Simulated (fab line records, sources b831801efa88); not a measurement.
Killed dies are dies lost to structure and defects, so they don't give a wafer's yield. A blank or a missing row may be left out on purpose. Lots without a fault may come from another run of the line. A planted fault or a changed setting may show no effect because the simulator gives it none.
Which tool did it? | flow gf180mcu | 6 lots, 18 wafers sampled, at 2 steps of a route of 602

WHAT THE GAUGES READ, wafer by wafer
GF_TOP_METAL_OVL_MEAS_15.
lot  | measured     | on         | TOP_METAL_OVL (nm)
L549 | day 28 22:37 | overlay-01 | -0.7 -0.9 -1.1
L551 | day 29 17:00 | overlay-02 | 1.9 3.7 1.4
L554 | day 30 14:01 | overlay-02 | 1.2 -1.8 -0.4
L558 | day 31 16:23 | overlay-01 | -1.3 -1.9 -1.6
L564 | day 33 04:41 | overlay-01 | -0.8 -1.0 -1.5
L567 | day 33 21:32 | overlay-01 | 0.5 1.5 -0.1

WHICH TOOL RAN EACH LOT (tool, then ch and the chambers of the sampled wafers, then the start)
lot  | GF_PSD_STRIP_10
L549 | plasma_asher-01 ch 0,1, day 15 02:15
L551 | plasma_asher-01 ch 1, day 15 21:55
L554 | plasma_asher-01 ch 0,1, day 16 22:59
L558 | plasma_asher-02 ch 0,1, day 18 10:48
L564 | plasma_asher-04 ch 0,1, day 20 12:55
L567 | plasma_asher-02 ch 0,1, day 21 12:03
- GF_PSD_STRIP_10: strips in O2/N2.

THE ANSWER, worked out from the rows above alone
Rule: what is usual is taken from the lots themselves. Put in order of their means at a reading, lots are off if they are a third of the lots or fewer, leave a main group of 4 or more, and stand apart from it by a gap of 3 or more times the standard deviation of the main group's means; of several such gaps the widest counts. A main group whose means are all the same, to the digits that the tables above print for the reading, isn't used. A lot without any number at a reading at which 4 lots or more have one is off too. The other lots that the step has rows for count as sound.
No lot is off at any reading shown: from this, nothing can be told.

WHAT THE SIMULATOR HAD PUT IN
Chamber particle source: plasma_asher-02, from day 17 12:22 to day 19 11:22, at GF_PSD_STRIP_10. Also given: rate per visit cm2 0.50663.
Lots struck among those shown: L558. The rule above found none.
